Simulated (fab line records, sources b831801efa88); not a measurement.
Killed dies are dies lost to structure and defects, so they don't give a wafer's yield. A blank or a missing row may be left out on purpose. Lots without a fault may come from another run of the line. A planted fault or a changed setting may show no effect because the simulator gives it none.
fab line records | flow sky130
record lots=7 wafers=19 last_day=50
route steps=708 shown VT_ADJUST_NCORE@128 VT_ADJUST_HVTR@131 VT_ADJUST_PCH@143 PAD_OPEN@708
lots that met no fault: from a run of the same line without faults
start_h: hours from the record's first day to the start of the lot's first wafer shown | wait_h: hours since the lot's step before | " the same as in the row above | L1.1+2: a row that stands for several wafers | - no value, or no start given | * or withheld: withheld | < > ~ a bound
route shown NAME@n: a module of which the file shows steps, and the number in the route of the first | usual: mean/standard deviation of fault-free wafers | same: alike in all rows | chamber/n: place in a boat | sites: the reading at each site | _std_site: their standard deviation | _edge_site: outer sites' mean less inner sites' | radius_mm: how far each site lies from the wafer's centre | mask NAME#n: copy n | behind: the tool/chamber that last shaped the wafer | hold: why the lot was held/for how many hours/how that ended | device: the transistor (n, p or np) that didn't switch | end of line: the same wafers' tests at the end of the route | a step without rows: its recipe alone | killed: dies lost to structure and defects at the first sort, not the wafer's yield | map: a wafer's dies, x killed, . not, _ none there
set.NAME: the setting as run; set.NAME@STEP: as run at that earlier step | model.NAME: the simulator's own value behind a step, which no gauge read
lots at some steps of the route; a table a step, a row a wafer
services: from which hour (start_h, from the record's first day; less than 0 if before it) a tool's chamber was out of use, for how many hours, and why
## steps
# step SKY_VT_ADJUST_NCORE_IMPLANT_09
# recipe species=B energy_kev=10 dose_cm2=2.4e+12 tilt_deg=withheld
# step SKY_VT_ADJUST_NCORE_STRIP_10
# recipe chemistry=O2/N2 power_w=1400 pressure_mtorr=1500 platen_temp_c=withheld o2_flow_sccm=3000 n2_flow_sccm=300 overash_fraction=0.5
# usual drypump_motor_current_A=5.86/0.26 oes_product_au=0.714/0.0046 strip_time_to_endpoint_s=14.19/0.04
# columns lot.wafer tool chamber start_h wait_h drypump_motor_current_A oes_product_au rf_hours_counter_h strip_time_to_endpoint_s
L648.1 plasma_asher-04 1 237.28 0.1 5.85 0.714 11 14.21
L648.3 " 1 " " 5.86 0.710 - 14.20
L648.5 " 0 " " 5.69 0.714 - 14.19
L650.4 plasma_asher-04 1 249.76 0.1 5.82 0.711 - 14.07
L650.5 " 0 " " 5.69 0.714 - 14.10
L650.6 " 1 " " 5.83 0.721 - 14.15
L651.2 plasma_asher-03 0 257.85 0.1 5.97 0.718 44 14.21
L651.4 " 0 " " 5.97 0.717 - 14.27
L653.1 plasma_asher-03 1 270.38 0.1 6.22 0.711 45 14.15
L653.4 " 0 " " 5.95 0.714 - 14.17
L655.1 plasma_asher-04 1 292.18 0.1 5.84 0.720 16 14.17
L655.2 " 0 " " 5.68 0.714 16 14.21
L655.3 " 1 " " 5.85 0.717 - 14.20
L658.3 plasma_asher-03 0 304.18 0.1 5.95 0.708 - 14.19
L658.4 " 1 " " 6.20 0.719 - 14.19
L658.5 " 1 " " 6.21 0.723 - 14.20
L662.1 plasma_asher-04 0 336.43 0.1 5.68 0.716 21 14.26
L662.2 " 1 " " 5.85 0.714 21 14.25
L662.5 " 0 " " 5.68 0.715 - 14.25
# step SKY_VT_ADJUST_NCORE_TW_MEAS_11
# usual VT_ADJUST_NCORE_TW=218.9/1.7
# columns lot.wafer tool chamber start_h wait_h VT_ADJUST_NCORE_TW
L648.1 film_metro-01 - 237.38 0.1 219.0
L648.3 " - " " 217.6
L648.5 " - " " 218.5
L650.4 film_metro-01 - 249.86 0.1 220.1
L650.5 " - " " 220.6
L650.6 " - " " 219.2
L651.2 film_metro-02 - 257.96 0.1 222.6
L651.4 " - " " 223.1
L653.1 film_metro-01 - 270.48 0.1 217.7
L653.4 " - " " 217.9
L655.1 film_metro-02 - 292.28 0.1 218.8
L655.2 " - " " 222.0
L655.3 " - " " 221.0
L658.3 film_metro-01 - 304.27 0.1 217.2
L658.4 " - " " 219.1
L658.5 " - " " 216.5
L662.1 film_metro-02 - 336.53 0.1 219.2
L662.2 " - " " 219.1
L662.5 " - " " 217.8
# step SKY_VT_ADJUST_HVTR_DEHYDRATE_00
# recipe temp_c=200 time_s=60
# step SKY_VT_ADJUST_HVTR_HMDS_01
# recipe prime_time_s=60 prime_temp_c=120
# step SKY_VT_ADJUST_HVTR_COAT_02
# recipe resist=NOVOLAK spin_rpm=3000 resist_thk_nm=1140
# step SKY_VT_ADJUST_HVTR_SOFTBAKE_03
# recipe temp_c=90 time_s=60 resist=NOVOLAK
# step SKY_VT_ADJUST_HVTR_EXPOSE_04
# recipe mask_id=HVTRM target_cd_nm=380 na=0.6 source_shape=conventional sigma_outer=0.6 dose_mj=150
# step SKY_VT_ADJUST_HVTR_PEB_05
# recipe temp_c=withheld time_s=* resist=NOVOLAK
# step SKY_VT_ADJUST_HVTR_DEVELOP_06
# recipe develop_time_s=60 dev_temp_c=23
# step SKY_VT_ADJUST_HVTR_CD_MEAS_07
# recipe target_cd_nm=380
# usual cd_nm=380.0/2.3
# columns lot.wafer tool chamber start_h wait_h cd_nm
L648.1 cd_sem-02 - 260.64 0.1 377.3
L648.3 " - " " 377.8
L648.5 " - " " 376.3
L650.4 cd_sem-02 - 274.00 0.1 379.8
L650.5 " - " " 382.4
L650.6 " - " " 382.1
L651.2 cd_sem-01 - 282.01 0.1 379.1
L651.4 " - " " 378.4
L653.1 cd_sem-01 - 295.22 0.1 377.0
L653.4 " - " " 376.7
L655.1 cd_sem-01 - 317.62 0.1 382.3
L655.2 " - " " 382.6
L655.3 " - " " 380.2
L658.3 cd_sem-01 - 329.58 0.2 383.5
L658.4 " - " " 380.6
L658.5 " - " " 380.8
L662.1 cd_sem-01 - 363.54 0.1 383.5
L662.2 " - " " 381.2
L662.5 " - " " 383.2
# step SKY_VT_ADJUST_HVTR_OVL_MEAS_08
# usual VT_ADJUST_HVTR_OVL=0.8/1.2
# columns lot.wafer tool chamber start_h wait_h VT_ADJUST_HVTR_OVL[nm]
L648.1 overlay-02 - 260.76 0.1 -0.4
L648.3 " - " " 0.4
L648.5 " - " " 0.4
L650.4 overlay-02 - 274.08 0.1 1.5
L650.5 " - " " -1.0
L650.6 " - " " 1.1
L651.2 overlay-02 - 282.12 0.1 -1.1
L651.4 " - " " 0.3
L653.1 overlay-02 - 295.34 0.1 0.9
L653.4 " - " " 2.0
L655.1 overlay-01 - 317.74 0.1 1.5
L655.2 " - " " 0.7
L655.3 " - " " 1.4
L658.3 overlay-02 - 329.67 0.1 2.4
L658.4 " - " " 1.2
L658.5 " - " " 2.4
L662.1 overlay-02 - 363.66 0.1 0.0
L662.2 " - " " -0.2
L662.5 " - " " 0.5
# step SKY_VT_ADJUST_HVTR_IMPLANT_09
# recipe species=B energy_kev=10 dose_cm2=2.1e+12 tilt_deg=withheld
# usual beam_on_s=9.99/0.21 faraday_current_uA=11.86/0.24
# columns lot.wafer tool chamber start_h wait_h beam_on_s faraday_current_uA
L648.1 implanter-01 0 260.80 0.0 7.75 15.33
L648.3 " 0 " " 9.94 11.97
L648.5 " 0 " " 9.68 12.24
L650.4 implanter-04 0 274.17 0.1 10.25 11.57
L650.5 " 0 " " 10.12 11.67
L650.6 " 0 " " 9.88 11.94
L651.2 implanter-01 0 282.17 0.0 8.00 14.80
L651.4 " 0 " " 10.01 11.79
L653.1 implanter-01 0 295.38 0.0 7.82 15.18
L653.4 " 0 " " 9.87 12.01
L655.1 implanter-04 0 317.78 0.0 10.25 11.52
L655.2 " 0 " " 10.05 11.80
L655.3 " 0 " " 9.83 12.02
L658.3 implanter-02 0 329.75 0.1 10.06 11.73
L658.4 " 0 " " 9.94 11.93
L658.5 " 0 " " 10.11 11.72
L662.1 implanter-01 0 363.70 0.0 10.02 11.78
L662.2 " 0 " " 9.63 12.22
L662.5 " 0 " " 9.70 12.18
# step SKY_VT_ADJUST_HVTR_STRIP_10
# recipe chemistry=O2/N2 power_w=1400 pressure_mtorr=1500 platen_temp_c=withheld o2_flow_sccm=3000 n2_flow_sccm=300 overash_fraction=0.5
# usual drypump_motor_current_A=5.8/0.32 oes_product_au=0.716/0.0039 strip_time_to_endpoint_s=14.19/0.043
# columns lot.wafer tool chamber start_h wait_h drypump_motor_current_A oes_product_au rf_hours_counter_h strip_time_to_endpoint_s
L648.1 plasma_asher-03 0 260.95 0.1 6.0 0.715 44 14.17
L648.3 " 0 " " 6.0 0.720 - 14.21
L648.5 " 0 " " 6.0 0.714 - 14.24
L650.4 plasma_asher-02 0 274.28 0.1 5.8 0.708 - 14.17
L650.5 " 1 " " 5.3 0.719 - 14.17
L650.6 " 0 " " 5.7 0.713 - 14.14
L651.2 plasma_asher-03 1 282.30 0.1 6.2 0.714 46 14.22
L651.4 " 0 " " 6.0 0.713 - 14.21
L653.1 plasma_asher-01 1 295.53 0.1 6.0 0.721 59 14.25
L653.4 " 0 " " 5.4 0.716 - 14.19
L655.1 plasma_asher-01 1 317.93 0.1 6.0 0.712 61 14.22
L655.2 " 0 " " 5.4 0.712 61 14.19
L655.3 " 0 " " 5.4 0.714 - 14.24
L658.3 plasma_asher-01 0 329.88 0.1 5.4 0.715 - 14.15
L658.4 " 1 " " 6.0 0.717 - 14.12
L658.5 " 1 " " 6.0 0.725 - 14.12
L662.1 plasma_asher-03 1 363.85 0.1 6.2 0.718 54 14.19
L662.2 " 0 " " 6.0 0.716 54 14.25
L662.5 " 0 " " 5.9 0.719 - 14.23
# step SKY_VT_ADJUST_HVTR_TW_MEAS_11
# usual VT_ADJUST_HVTR_TW=211.0/1.6
# columns lot.wafer tool chamber start_h wait_h VT_ADJUST_HVTR_TW
L648.1 film_metro-02 - 261.05 0.1 199.7
L648.3 " - " " 214.0
L648.5 " - " " 214.0
L650.4 film_metro-02 - 274.38 0.1 211.0
L650.5 " - " " 209.6
L650.6 " - " " 209.8
L651.2 film_metro-03 - 282.41 0.1 197.3
L651.4 " - " " 211.8
L653.1 film_metro-03 - 295.63 0.1 199.1
L653.4 " - " " 215.0
L655.1 film_metro-04 - 318.03 0.1 210.1
L655.2 " - " " 210.0
L655.3 " - " " 209.2
L658.3 film_metro-04 - 329.97 0.1 210.5
L658.4 " - " " 210.3
L658.5 " - " " 210.6
L662.1 film_metro-02 - 363.95 0.1 212.7
L662.2 " - " " 212.1
L662.5 " - " " 211.0
# step SKY_VT_ADJUST_PCH_DEHYDRATE_00
# recipe temp_c=200 time_s=60
# step SKY_PAD_OPEN_PROBE_99
# usual killed_at_M0_to_M3=44/7 killed_at_M4_up=3.1/1.8 killed_at_contacts=25/5.1 killed_at_front_end=15/4.3 killed_at_other=0.3/0.61 killed_dies=87/9.8 killed_open=48/7 killed_short=38/6.3
# same gross_dies=492 killed_at_back_side=0
# columns lot.wafer tool chamber start_h wait_h killed_at_M0_to_M3 killed_at_M4_up killed_at_contacts killed_at_front_end killed_at_other killed_dies killed_open killed_short model.etest.pfet_01v8_mvt.drive_ua_um model.etest.pfet_01v8_mvt.off_log10_a_um model.etest.pfet_01v8_mvt.vt_sat_v model.etest.pfet_01v8_mvt.vt_v model.etest.pfet_01v8_mvt.vt_long_v
L648.1 prober-02 - 1127.74 0.1 33 2 35 17 0 87 51 36 143.4 -11.15 -0.6126 -0.6879 -0.891
L648.3 prober-02 - 1127.84 0.2 37 3 20 11 0 71 40 31 153.2 -10.34 -0.5296 -0.6191 -0.8324
L648.5 prober-02 - 1127.94 0.2 54 5 19 14 0 92 46 46 155.9 -10.01 -0.5205 -0.613 -0.829
L650.4 prober-02 - 1136.44 0.2 41 3 23 15 0 82 46 36 150 -10.77 -0.5667 -0.6519 -0.8517
L650.5 prober-02 - 1136.49 0.2 51 5 22 9 0 87 47 39 153.2 -10.54 -0.55 -0.6397 -0.8483
L650.6 prober-02 - 1136.54 0.2 54 4 20 17 0 95 52 42 154.3 -10.36 -0.5479 -0.6395 -0.849
L651.2 prober-01 - 1138.30 0.1 43 6 23 16 0 88 48 39 143.1 -11.82 -0.6446 -0.7194 -0.9222
L651.4 prober-01 - 1138.40 0.2 45 2 34 8 0 89 49 39 152.1 -10.8 -0.5766 -0.6619 -0.8672
L653.1 prober-01 - 1150.87 0.1 36 6 21 14 0 77 47 30 142.1 -11.81 -0.653 -0.7252 -0.9255
L653.4 prober-01 - 1151.02 0.2 44 2 24 13 0 83 43 40 148 -10.88 -0.589 -0.6708 -0.8762
L655.1 prober-01 - 1163.04 0.1 41 2 28 17 0 88 54 34 154.7 -10.49 -0.5532 -0.6427 -0.8503
L655.2 prober-01 - 1163.09 0.1 45 5 23 14 1 88 60 28 150.9 -10.4 -0.5582 -0.651 -0.8551
L655.3 prober-01 - 1163.14 0.2 46 3 27 13 0 89 46 43 152.6 -10.6 -0.5608 -0.647 -0.8521
L658.3 prober-02 - 1172.29 0.2 50 6 21 12 0 89 48 41 145.5 -10.94 -0.5848 -0.6699 -0.878
L658.4 prober-02 - 1172.34 0.2 40 0 29 18 0 87 47 40 148.9 -11.04 -0.5819 -0.6681 -0.8771
L658.5 prober-02 - 1172.39 0.2 36 1 26 16 0 79 53 26 149.4 -10.91 -0.5783 -0.6663 -0.8757
L662.1 prober-02 - 1193.69 0.1 45 1 33 9 1 89 49 40 155.8 -10.35 -0.5534 -0.6399 -0.8427
L662.2 prober-02 - 1193.74 0.1 38 1 27 15 1 82 55 26 158.1 -10.42 -0.5446 -0.633 -0.8401
L662.5 prober-02 - 1193.89 0.2 44 1 25 9 1 80 51 29 155.1 -10.74 -0.5605 -0.6436 -0.8485
# killed by level:class
L648.1 CONTACT:geometric_particle:open=12 VIA1:geometric_particle:open=8 LOCAL_INTERCONNECT:geometric_particle:short=7 CONTACT:geometric_particle:short=7 LI_CONTACT:geometric_particle:open=6 POLY_GATE:geometric_particle:short=5 VIA2:geometric_particle:open=5 VIA3:geometric_particle:open=5
L648.3 VIA1:geometric_particle:open=11 CONTACT:geometric_particle:open=6 LI_CONTACT:geometric_particle:open=6 VIA1:geometric_particle:short=5 VIA3:geometric_particle:open=5 METAL1:geometric_particle:short=4 FIELD_ISO:geometric_particle:short=3 LOCAL_INTERCONNECT:geometric_particle:short=3
L648.5 VIA1:geometric_particle:open=11 VIA3:geometric_particle:open=10 METAL2:geometric_particle:short=8 CONTACT:geometric_particle:open=7 METAL1:geometric_particle:short=7 VIA2:geometric_particle:open=6 FIELD_ISO:geometric_particle:short=5 LI_CONTACT:geometric_particle:open=5
L650.4 CONTACT:geometric_particle:open=9 METAL1:geometric_particle:short=8 VIA3:geometric_particle:open=8 VIA1:geometric_particle:open=7 POLY_GATE:geometric_particle:open=5 LOCAL_INTERCONNECT:geometric_particle:short=5 FIELD_ISO:geometric_particle:open=4 VIA3:geometric_particle:short=4
L650.5 VIA2:geometric_particle:open=9 CONTACT:geometric_particle:open=8 LI_CONTACT:geometric_particle:open=7 VIA1:geometric_particle:open=7 METAL2:geometric_particle:short=6 VIA3:geometric_particle:open=6 METAL1:geometric_particle:short=5 VIA1:geometric_particle:short=5
L650.6 VIA1:geometric_particle:open=20 VIA3:geometric_particle:open=9 FIELD_ISO:geometric_particle:short=6 CONTACT:geometric_particle:open=6 METAL3:geometric_particle:short=5 POLY_GATE:geometric_particle:short=4 VIA2:geometric_particle:open=4 LI_CONTACT:geometric_particle:short=4
L651.2 CONTACT:geometric_particle:open=14 VIA1:geometric_particle:open=10 VIA3:geometric_particle:open=6 METAL1:geometric_particle:short=5 VIA2:geometric_particle:open=5 FIELD_ISO:geometric_particle:short=4 POLY_GATE:geometric_particle:open=4 METAL4:geometric_particle:short=4
L651.4 VIA3:geometric_particle:open=11 CONTACT:geometric_particle:open=10 CONTACT:geometric_particle:short=10 VIA1:geometric_particle:open=9 LI_CONTACT:geometric_particle:open=7 VIA2:geometric_particle:open=6 LOCAL_INTERCONNECT:geometric_particle:short=5 METAL2:geometric_particle:short=5
L653.1 LI_CONTACT:geometric_particle:open=10 VIA1:geometric_particle:open=10 FIELD_ISO:geometric_particle:short=6 METAL1:geometric_particle:short=6 VIA3:geometric_particle:open=5 VIA2:geometric_particle:open=4 LOCAL_INTERCONNECT:geometric_particle:short=4 CONTACT:geometric_particle:open=4
L653.4 CONTACT:geometric_particle:short=9 VIA1:geometric_particle:open=8 VIA3:geometric_particle:open=8 FIELD_ISO:geometric_particle:open=5 CONTACT:geometric_particle:open=5 VIA1:geometric_particle:short=5 VIA2:geometric_particle:open=5 VIA3:geometric_particle:short=5
L655.1 CONTACT:geometric_particle:open=15 VIA1:geometric_particle:open=10 FIELD_ISO:geometric_particle:open=7 METAL2:geometric_particle:short=7 LI_CONTACT:geometric_particle:open=6 LOCAL_INTERCONNECT:geometric_particle:short=5 VIA2:geometric_particle:open=5 METAL3:geometric_particle:short=5
L655.2 VIA1:geometric_particle:open=12 CONTACT:geometric_particle:open=11 VIA3:geometric_particle:open=9 VIA2:geometric_particle:open=7 FIELD_ISO:geometric_particle:open=6 METAL2:geometric_particle:short=5 POLY_GATE:geometric_particle:open=4 LI_CONTACT:geometric_particle:open=4
L655.3 VIA1:geometric_particle:open=11 VIA3:geometric_particle:open=7 CONTACT:geometric_particle:open=7 CONTACT:geometric_particle:short=6 LOCAL_INTERCONNECT:geometric_particle:short=5 METAL1:geometric_particle:short=5 VIA2:geometric_particle:open=5 FIELD_ISO:geometric_particle:open=4
L658.3 VIA1:geometric_particle:open=9 CONTACT:geometric_particle:short=8 LI_CONTACT:geometric_particle:open=8 METAL1:geometric_particle:short=7 VIA3:geometric_particle:open=6 VIA2:geometric_particle:open=6 POLY_GATE:geometric_particle:short=5 METAL1:geometric_particle:open=5
L658.4 LI_CONTACT:geometric_particle:open=9 VIA1:geometric_particle:open=9 VIA3:geometric_particle:open=8 CONTACT:geometric_particle:open=7 CONTACT:geometric_particle:short=7 METAL1:geometric_particle:short=7 FIELD_ISO:geometric_particle:short=6 POLY_GATE:geometric_particle:open=4
L658.5 CONTACT:geometric_particle:open=11 VIA1:geometric_particle:open=8 VIA2:geometric_particle:open=7 LI_CONTACT:geometric_particle:open=6 POLY_GATE:geometric_particle:open=6 VIA3:geometric_particle:open=5 POLY_GATE:geometric_particle:short=4 FIELD_ISO:geometric_particle:open=3
L662.1 VIA1:geometric_particle:open=11 CONTACT:geometric_particle:open=10 LI_CONTACT:geometric_particle:open=8 VIA3:geometric_particle:open=7 LOCAL_INTERCONNECT:geometric_particle:short=6 CONTACT:geometric_particle:short=6 METAL3:geometric_particle:short=5 METAL1:geometric_particle:short=3
L662.2 CONTACT:geometric_particle:open=18 VIA1:geometric_particle:open=8 VIA3:geometric_particle:open=7 FIELD_ISO:geometric_particle:open=6 LI_CONTACT:geometric_particle:open=6 METAL2:geometric_particle:short=5 METAL3:geometric_particle:short=4 METAL1:geometric_particle:short=4
L662.5 VIA1:geometric_particle:open=17 CONTACT:geometric_particle:open=10 LI_CONTACT:geometric_particle:open=6 METAL1:geometric_particle:short=6 VIA2:geometric_particle:open=5 METAL2:geometric_particle:short=5 LOCAL_INTERCONNECT:geometric_particle:open=4 VIA1:geometric_particle:short=4
## services
# columns tool chamber start_h hours kind
implanter-02 - 235.15 3.5 pm
plasma_asher-02 - 257.80 2.0 repair
implanter-01 - 282.59 3.3 pm
plasma_asher-01 - 287.33 2.8 pm
plasma_asher-02 - 295.26 3.8 repair
implanter-02 - 301.54 3.5 repair
plasma_asher-03 - 321.97 2.1 repair
## key
first_sign step=SKY_VT_ADJUST_HVTR_IMPLANT_09 reading=faraday_current_uA direction=up sigmas=14 usual=11.86 struck=15.10
effect step=SKY_VT_ADJUST_HVTR_IMPLANT_09 reading=beam_on_s direction=down sigmas=10 usual=9.99 struck=7.86
effect step=SKY_VT_ADJUST_HVTR_TW_MEAS_11 reading=VT_ADJUST_HVTR_TW direction=down sigmas=7.8 usual=211.0 struck=198.7
model_effect step=SKY_PAD_OPEN_PROBE_99 value=etest.pfet_01v8_mvt.drive_ua_um without=152.2 struck=142.9
met_at SKY_VT_ADJUST_HVTR_IMPLANT_09
struck_wafers L648.1,L651.2,L653.1
tester_left_out L648,L651,L653
fault kind=process_parameter_drift tool=implanter-01 chamber=- onset_h=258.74 steps=SKY_VT_ADJUST_HVTR_IMPLANT_09 channel=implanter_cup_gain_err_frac offset=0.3 shape=step end_h=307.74 scope=struck_wafers_only
# tester_left_out: of these lots the tester's yield and bins aren't shown, on N5 and GAA mostly nor the transistor test; their killed dies are dies lost to structure and defects alone, not to doping, threshold or leakage, so they don't give the yield
